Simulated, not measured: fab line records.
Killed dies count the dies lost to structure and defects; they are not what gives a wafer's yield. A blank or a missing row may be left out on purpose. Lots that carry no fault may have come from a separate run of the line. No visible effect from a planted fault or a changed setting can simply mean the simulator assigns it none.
fab line records    flow sky130
record: lots: 5  wafers: 15  lastDay: 48
route steps=708 shown VIA3@581 METAL4@598
lots that met no fault: from a run of the same line without faults
startH: hours from the record's opening day to when the first of the lot's shown wafers began    waitH: hours since the lot's step before    " same as the row above    L1.1+2: a row that stands for several wafers    - no value present, or no start provided    * or withheld: withheld    < > ~ a bound
route shown NAME@n: NAME is a module with steps in the file, n the number in the route of the first one    usual: average and standard deviation across the fault-free wafers    same: alike in all rows    chamber/n: place in a boat    sites: per-site readings    _std_site: standard deviation of those values    _edge_site: outer sites' mean less inner sites'    radiusMm: how far each site lies from the wafer's centre    mask NAME#n: copy n    behind: the most recent tool/chamber to have shaped the wafer    hold: why the lot was held/for how many hours/how that ended    device: whichever transistor did not switch (one of n, p or np)    end of line: at the end of the route, the tests of the same wafers    step lacking rows: just its recipe    killed: at the first sort, the dies lost to defects and structure; wafer yield is something else    map: a wafer's dies, marking killed ones x, the rest . and places with no die _
set.NAME: setting as actually run; set.NAME@STEP: the setting as run at that earlier step    model.NAME: the simulator's own value behind a step, which no gauge read
lots seen at some steps along the route; tables by step, rows by wafer
services: the hour from which a tool's chamber was out of use, counted from the record's first day as startH (under 0 if before that day), plus the number of hours and why
== steps ==
step: SKY_VIA3_SOFTBAKE_08
recipe: tempC: 100  timeS: 90  resist: KrF-thick
usual: heaterPowerTotalW: 57.36/0.11  plateTempC: 99.99/0.14
lot.wafer  tool           chamber  startH  waitH  heaterPowerTotalW  plateTempC
L075.2     lithoTrack-03  0        -       -      57.32              100.10
L075.5     "              0        "       "      57.27              100.27
L075.6     "              0        "       "      57.39              100.10
L078.2     lithoTrack-02  0        -       -      57.16              100.02
L078.3     "              0        "       "      57.43              99.81
L078.4     "              0        "       "      57.29              99.82
L084.1     lithoTrack-03  0        -       -      57.26              99.90
L084.2     "              0        "       "      57.16              99.87
L084.6     "              0        "       "      57.46              99.93
L087.3     lithoTrack-03  0        -       -      57.45              99.82
L087.5     "              0        "       "      57.30              100.06
L087.6     "              0        "       "      57.40              100.08
L086.1     lithoTrack-01  0        -       -      57.34              99.93
L086.2     "              0        "       "      57.19              100.12
L086.3     "              0        "       "      57.37              99.95
step: SKY_VIA3_EXPOSE_09
recipe: maskId: VIM3  na: 0.8  sourceShape: annular  sigmaInner: 0.55  sigmaOuter: 0.85  targetCdNm: 200  doseMj: 38
same: na: 0.8
lot.wafer   tool           chamber  startH  waitH  mask
L075.2+5+6  krfScanner-02  0        -       -      VIM3#0
L078.2+3+4  krfScanner-01  0        -       -      VIM3#0
L084.1+2+6  krfScanner-01  0        -       -      VIM3#0
L087.3+5+6  krfScanner-01  0        -       -      VIM3#0
L086.1+2+3  krfScanner-02  0        -       -      VIM3#0
step: SKY_VIA3_PEB_10
recipe: pebTempC: withheld  pebTimeS: withheld  resist: KrF-thick
lot.wafer   tool           chamber  startH  waitH
L075.2+5+6  lithoTrack-01  0        -       -
L078.2+3+4  lithoTrack-01  0        -       -
L084.1+2+6  lithoTrack-01  0        -       -
L087.3+5+6  lithoTrack-01  0        -       -
L086.1+2+3  lithoTrack-03  0        -       -
step: SKY_VIA3_DEVELOP_11
recipe: developTimeS: 60  resist: KrF-thick  devTempC: 21
lot.wafer   tool           chamber  startH  waitH
L075.2+5+6  lithoTrack-01  0        -       -
L078.2+3+4  lithoTrack-01  0        -       -
L084.1+2+6  lithoTrack-01  0        -       -
L087.3+5+6  lithoTrack-01  0        -       -
L086.1+2+3  lithoTrack-03  0        -       -
step: SKY_VIA3_CD_MEAS_12
recipe: targetCdNm: 200
usual: cdNm: 199.5/1.3
lot.wafer  tool      chamber  startH   waitH  cdNm
L075.2     cdSem-01  -        941.97   -      199.6
L075.5     "         -        "        "      199.1
L075.6     "         -        "        "      197.9
L078.2     cdSem-01  -        962.82   -      198.1
L078.3     "         -        "        "      197.8
L078.4     "         -        "        "      197.0
L084.1     cdSem-02  -        995.35   -      199.3
L084.2     "         -        "        "      199.8
L084.6     "         -        "        "      198.4
L087.3     cdSem-01  -        1011.24  -      200.5
L087.5     "         -        "        "      201.1
L087.6     "         -        "        "      202.0
L086.1     cdSem-01  -        1013.28  -      199.1
L086.2     "         -        "        "      199.5
L086.3     "         -        "        "      200.9
step: SKY_VIA3_OVL_MEAS_13
usual: VIA3_OVL: 3/4.8
lot.wafer  tool        chamber  startH   waitH  VIA3_OVL[nm]
L075.2     overlay-01  -        942.08   0.1    4
L075.5     "           -        "        "      10
L075.6     "           -        "        "      4
L078.2     overlay-01  -        962.92   0.1    0
L078.3     "           -        "        "      1
L078.4     "           -        "        "      2
L084.1     overlay-02  -        995.47   0.1    2
L084.2     "           -        "        "      2
L084.6     "           -        "        "      6
L087.3     overlay-02  -        1011.33  0.1    9
L087.5     "           -        "        "      -3
L087.6     "           -        "        "      6
L086.1     overlay-02  -        1013.40  0.1    10
L086.2     "           -        "        "      2
L086.3     "           -        "        "      2
step: SKY_VIA3_ETCH_14
recipe: chemistry: N2/H2  target: BARC  ionEnergyEv: 200  sourceW: 500  biasW: 100  pressureMtorr: 30  n2FlowSccm: 100  h2FlowSccm: 200  stopOn: SiO2  timeS: 45.9  targetDepthA: 600
usual: drypumpMotorCurrentA: 5.8/0.52  oesProductAu: 0.856/0.0049  throttleValvePct: 13.225/0.0088
lot.wafer  tool        chamber  startH   waitH  drypumpMotorCurrentA  oesProductAu  rfHoursCounterH  throttleValvePct
L075.2     rieDiel-01  2        942.11   0.0    6.5                   0.852         20               13.220
L075.5     "           0        "        "      5.9                   0.852         -                13.232
L075.6     "           1        "        "      5.0                   0.846         -                13.237
L078.2     rieDiel-01  0        962.95   0.0    5.9                   0.865         23               13.233
L078.3     "           3        "        "      5.3                   0.850         3                13.227
L078.4     "           1        "        "      5.0                   0.861         22               13.229
L084.1     rieDiel-03  2        995.51   0.0    5.3                   0.859         9                13.221
L084.2     "           0        "        "      5.7                   0.854         3                13.216
L084.6     "           1        "        "      4.9                   0.859         -                13.235
L087.3     rieDiel-03  1        1011.36  0.0    4.9                   0.856         17               13.225
L087.5     "           2        "        "      5.3                   0.853         -                13.205
L087.6     "           1        "        "      4.9                   0.865         -                13.231
L086.1     rieDiel-01  2        1013.43  0.0    6.5                   0.859         23               13.220
L086.2     "           3        "        "      5.4                   0.846         4                13.214
L086.3     "           1        "        "      5.0                   0.861         24               13.216
step: SKY_VIA3_ETCH_15
recipe: target: SiO2  chemistry: C4F8/O2/Ar  targetDepthNm: 507  stopOn: TiN  maskMaterial: KrF-thick  sourceW: 1500  biasW: 1200  pressureMtorr: 40  c4f8FlowSccm: withheld  O2_flow_sccm: 6  Ar_flow_sccm: 300  timeS: 78
usual: oesProductAu: 0.946/0.0046
lot.wafer  tool        chamber  startH   waitH  oesProductAu  rfHoursCounterH
L075.2     rieDiel-01  2        942.15   0.0    0.945         20
L075.5     "           0        "        "      0.947         -
L075.6     "           1        "        "      0.947         -
L078.2     rieDiel-01  0        963.00   0.0    0.954         23
L078.3     "           3        "        "      0.948         3
L078.4     "           1        "        "      0.947         22
L084.1     rieDiel-03  2        995.55   0.0    0.950         9
L084.2     "           0        "        "      0.941         3
L084.6     "           1        "        "      0.948         -
L087.3     rieDiel-03  1        1011.40  0.0    0.951         17
L087.5     "           2        "        "      0.955         -
L087.6     "           1        "        "      0.952         -
L086.1     rieDiel-01  2        1013.47  0.0    0.946         23
L086.2     "           3        "        "      0.939         4
L086.3     "           1        "        "      0.934         24
step: SKY_VIA3_STRIP_16
recipe: chemistry: O2/N2  powerW: 1400  pressureMtorr: 1500  platenTempC: withheld  o2FlowSccm: 3000  n2FlowSccm: 300  overashFraction: 0.5
usual: drypumpMotorCurrentA: 5.6/0.58  oesProductAu: 0.403/0.0042  stripTimeToEndpointS: 4.145/0.029
lot.wafer  tool            chamber  startH   waitH  drypumpMotorCurrentA  oesProductAu  rfHoursCounterH  stripTimeToEndpointS
L075.2     plasmaAsher-03  0        942.21   0.0    4.7                   0.403         50               4.093
L075.5     "               0        "        "      4.7                   0.401         -                4.137
L075.6     "               1        "        "      5.9                   0.407         -                4.181
L078.2     plasmaAsher-03  1        963.06   0.0    5.9                   0.396         52               4.155
L078.3     "               1        "        "      5.9                   0.404         -                4.158
L078.4     "               0        "        "      4.7                   0.408         -                4.221
L084.1     plasmaAsher-02  1        995.61   0.0    5.3                   0.405         26               4.104
L084.2     "               0        "        "      5.6                   0.396         26               4.142
L084.6     "               0        "        "      5.6                   0.395         -                4.132
L087.3     plasmaAsher-02  1        1011.49  0.1    5.3                   0.403         -                4.110
L087.5     "               1        "        "      5.3                   0.408         -                4.127
L087.6     "               0        "        "      5.6                   0.409         -                4.115
L086.1     plasmaAsher-03  1        1013.53  0.0    5.9                   0.402         55               4.136
L086.2     "               0        "        "      4.7                   0.402         55               4.154
L086.3     "               1        "        "      5.9                   0.404         -                4.176
step: SKY_VIA3_STRIP_17
recipe: chemistry: postEtchResidueRemover  timeS: 1200  tempC: 72.5
lot.wafer   tool         chamber  startH   waitH
L075.2+5+6  wetBench-04  3        942.31   0.1
L078.2+3+4  wetBench-04  3        963.16   0.1
L084.1+2+6  wetBench-04  2        995.71   0.1
L087.3+5+6  wetBench-01  2        1011.56  0.0
L086.1+2+3  wetBench-01  1        1013.65  0.1
step: SKY_VIA3_CLEAN_18
recipe: chemistry: IPA  timeS: 180  tempC: 25
lot.wafer   tool         chamber  startH   waitH
L075.2+5+6  wetBench-04  2        942.68   0.0
L078.2+3+4  wetBench-04  2        963.50   0.0
L084.1+2+6  wetBench-02  2        996.08   0.0
L087.3+5+6  wetBench-02  3        1011.90  0.0
L086.1+2+3  wetBench-01  2        1013.99  0.0
step: SKY_VIA3_CLEAN_19
recipe: chemistry: O3/DIW  dry: n2Spin
lot.wafer   tool         chamber  startH   waitH
L075.2+5+6  wetBench-04  0        942.74   0.0
L078.2+3+4  wetBench-04  3        963.56   0.0
L084.1+2+6  wetBench-01  1        996.15   0.0
L087.3+5+6  wetBench-04  3        1011.97  0.0
L086.1+2+3  wetBench-02  3        1014.05  0.0
step: SKY_VIA3_SPUTTER_20
recipe: material: TiN  targetThkNm: 20  chamberPressurePa: 5  powerW: 4000  timeS: 80
usual: throttleValvePct: 30.2/0.77
lot.wafer  tool           chamber  startH   waitH  throttleValvePct
L075.2     pvdSputter-02  -        942.84   0.0    30.4
L075.5     "              -        "        "      30.3
L075.6     "              -        "        "      30.0
L078.2     pvdSputter-04  -        963.65   0.0    28.5
L078.3     "              -        "        "      31.0
L078.4     "              -        "        "      30.4
L084.1     pvdSputter-04  -        996.24   0.0    30.7
L084.2     "              -        "        "      28.1
L084.6     "              -        "        "      31.1
L087.3     pvdSputter-04  -        1012.07  0.0    28.1
L087.5     "              -        "        "      30.2
L087.6     "              -        "        "      30.8
L086.1     pvdSputter-01  -        1014.16  0.0    30.3
L086.2     "              -        "        "      30.0
L086.3     "              -        "        "      30.3
step: SKY_VIA3_CVD_21
recipe: material: W  targetThkNm: 390  timeS: 117.31  tempC: 400  pressureTorr: 40
usual: chamberPressureTorr: 40.00/0.083  heaterPowerW: 835/37
lot.wafer  tool     chamber  startH   waitH  chamberPressureTorr  heaterPowerW
L075.2     cvdW-02  1        942.90   0.0    39.93                868
L075.5     "        1        "        "      39.97                870
L075.6     "        0        "        "      39.92                831
L078.2     cvdW-02  1        963.71   0.0    39.80                862
L078.3     "        0        "        "      39.97                851
L078.4     "        1        "        "      39.83                881
L084.1     cvdW-02  1        996.30   0.0    40.05                879
L084.2     "        0        "        "      40.12                839
L084.6     "        0        "        "      40.03                856
L087.3     cvdW-02  0        1012.17  0.1    39.96                850
L087.5     "        1        "        "      40.01                867
L087.6     "        0        "        "      40.03                822
L086.1     cvdW-01  0        1014.22  0.0    40.06                777
L086.2     "        1        "        "      40.10                849
L086.3     "        0        "        "      39.93                782
step: SKY_VIA3_RS_MEAS_22
recipe: thkMeasGauge: four-point-probe  reads: W_of_VIA3_CVD_21+TiN_of_VIA3_SPUTTER_20
usual: VIA3_W_RS: 0.294/0.0063
lot.wafer  tool          chamber  startH   waitH  VIA3_W_RS[ohm/sq]
L075.2     filmMetro-02  -        943.05   0.1    0.300
L075.5     "             -        "        "      0.302
L075.6     "             -        "        "      0.291
L078.2     filmMetro-01  -        963.85   0.1    0.303
L078.3     "             -        "        "      0.294
L078.4     "             -        "        "      0.301
L084.1     filmMetro-03  -        996.43   0.1    0.303
L084.2     "             -        "        "      0.295
L084.6     "             -        "        "      0.294
L087.3     filmMetro-03  -        1012.29  0.1    0.299
L087.5     "             -        "        "      0.301
L087.6     "             -        "        "      0.293
L086.1     filmMetro-01  -        1014.34  0.1    0.284
L086.2     "             -        "        "      0.291
L086.3     "             -        "        "      0.283
step: SKY_VIA3_THK_MEAS_23
recipe: thkMeasGauge: xrf  reads: W_of_VIA3_CVD_21
usual: VIA3_W_THK: 379/8.5
lot.wafer  tool          chamber  startH   waitH  VIA3_W_THK[nm]
L075.2     filmMetro-02  -        943.16   0.1    375
L075.5     "             -        "        "      372
L075.6     "             -        "        "      388
L078.2     filmMetro-01  -        963.96   0.1    367
L078.3     "             -        "        "      377
L078.4     "             -        "        "      367
L084.1     filmMetro-03  -        996.55   0.1    369
L084.2     "             -        "        "      377
L084.6     "             -        "        "      382
L087.3     filmMetro-03  -        1012.39  0.1    377
L087.5     "             -        "        "      372
L087.6     "             -        "        "      381
L086.1     filmMetro-01  -        1014.46  0.1    385
L086.2     "             -        "        "      381
L086.3     "             -        "        "      391
step: SKY_VIA3_CMP_24
recipe: stopOn: SiO2  tOverpolishS: 20  downForcePsi: 3.5  platenRpm: 60  targetThkNm: 0  padVelocityMS: 0.94248
usual: motorCurrentA: 11.2/1.4  overpolishRunS: 19.999/0.0092  platenRpm: 60.00/0.036  timeToEndpointS: 97/4.5
lot.wafer  tool    chamber  startH   waitH  motorCurrentA  overpolishRunS  platenRpm  timeToEndpointS
L075.2     cmp-01  2        943.36   0.2    11.2           19.985          60.06      93
L075.6     "       3        "        "      11.4           20.002          60.00      99
L075.5     "       0        "        "      14.1           19.980          59.97      92
L078.4     cmp-01  3        964.13   0.1    11.5           19.997          60.00      98
L078.2     "       1        "        "      9.1            20.024          59.97      94
L078.3     "       2        "        "      10.9           20.000          59.98      94
L084.2     cmp-01  2        996.61   0.0    11.1           20.007          59.97      96
L084.1     "       3        "        "      11.2           20.011          60.00      95
L084.6     "       2        "        "      11.3           19.995          59.95      99
L087.3     cmp-02  1        1012.58  0.2    10.0           19.993          60.02      96
L087.5     "       2        "        "      10.2           19.997          60.02      99
L087.6     "       3        "        "      9.8            19.984          60.06      96
L086.2     cmp-01  1        1014.61  0.1    9.4            20.001          59.95      97
L086.3     "       2        "        "      11.1           19.996          59.98      100
L086.1     "       3        "        "      11.8           20.019          60.02      102
step: SKY_METAL4_SPUTTER_00
recipe: material: Ti  targetThkNm: 15  powerW: 3000  timeS: 10  chamberPressurePa: 0.4
usual: throttleValvePct: 29.5/1.2
lot.wafer  tool           chamber  startH   waitH  throttleValvePct
L075.2     pvdSputter-03  -        943.51   0.1    30.2
L075.5     "              -        "        "      28.7
L075.6     "              -        "        "      29.7
L078.2     pvdSputter-03  -        964.43   0.1    30.4
L078.3     "              -        "        "      27.1
L078.4     "              -        "        "      29.4
L084.1     pvdSputter-03  -        996.91   0.2    28.6
L084.2     "              -        "        "      27.2
L084.6     "              -        "        "      30.3
L087.3     pvdSputter-02  -        1012.73  0.1    29.6
L087.5     "              -        "        "      29.1
L087.6     "              -        "        "      30.5
L086.1     pvdSputter-04  -        1014.91  0.1    27.8
L086.2     "              -        "        "      30.2
L086.3     "              -        "        "      30.5
step: SKY_METAL4_SPUTTER_01
recipe: material: TiN  targetThkNm: 20  powerW: 6500  timeS: 16.7  chamberPressurePa: 0.4
usual: throttleValvePct: 29.5/1.1
lot.wafer  tool           chamber  startH   waitH  throttleValvePct
L075.2     pvdSputter-03  -        943.53   0.0    30.2
L075.5     "              -        "        "      28.7
L075.6     "              -        "        "      29.5
L078.2     pvdSputter-03  -        964.45   0.0    30.3
L078.3     "              -        "        "      27.2
L078.4     "              -        "        "      29.7
L084.1     pvdSputter-03  -        996.93   0.0    28.7
L084.2     "              -        "        "      27.1
L084.6     "              -        "        "      29.9
L087.3     pvdSputter-02  -        1012.75  0.0    29.5
L087.5     "              -        "        "      29.1
L087.6     "              -        "        "      30.0
L086.1     pvdSputter-04  -        1014.94  0.0    27.9
L086.2     "              -        "        "      30.2
L086.3     "              -        "        "      30.6
step: SKY_METAL4_SPUTTER_02
recipe: material: AlCu  targetThkNm: 735  powerW: 10600  timeS: 39.1  chamberPressurePa: 0.4
usual: throttleValvePct: 29.5/1.1
lot.wafer  tool           chamber  startH   waitH  throttleValvePct
L075.2     pvdSputter-03  -        943.56   0.0    30.4
L075.5     "              -        "        "      28.9
L075.6     "              -        "        "      29.6
L078.2     pvdSputter-03  -        964.48   0.0    30.2
L078.3     "              -        "        "      27.3
L078.4     "              -        "        "      29.6
L084.1     pvdSputter-03  -        996.95   0.0    28.7
L084.2     "              -        "        "      27.1
L084.6     "              -        "        "      30.3
L087.3     pvdSputter-02  -        1012.78  0.0    29.7
L087.5     "              -        "        "      29.0
L087.6     "              -        "        "      30.3
L086.1     pvdSputter-04  -        1014.96  0.0    28.0
L086.2     "              -        "        "      30.1
L086.3     "              -        "        "      30.8
== services ==
tool            chamber  startH   hours  kind
cmp-01          -        912.00   4.0    pm
pvdSputter-01   -        913.08   15.4   repair
pvdSputter-03   -        918.28   13.5   repair
krfScanner-01   -        920.13   0.8    pm
krfScanner-01   -        926.37   1.3    pm
cmp-01          -        929.97   4.2    pm
rieDiel-03      0        931.61   8.1    repair
krfScanner-02   -        931.68   0.8    pm
wetBench-02     -        934.99   54.2   pm
pvdSputter-01   -        937.92   5.3    repair
krfScanner-01   -        939.40   1.0    pm
pvdSputter-02   -        949.04   2.1    repair
pvdSputter-02   -        953.54   2.9    repair
rieDiel-03      3        954.56   5.5    repair
cvdW-01         1        956.68   3.5    repair
krfScanner-01   -        967.74   0.8    repair
rieDiel-03      1        971.70   4.8    repair
plasmaAsher-03  -        974.55   14.6   pm
krfScanner-02   -        977.92   21.0   pm
wetBench-01     -        978.47   6.9    repair
wetBench-02     -        997.64   3.5    repair
cmp-01          -        1006.49  2.0    repair
plasmaAsher-03  -        1009.85  2.8    repair
pvdSputter-03   -        1011.69  15.9   repair
== key ==
fault none
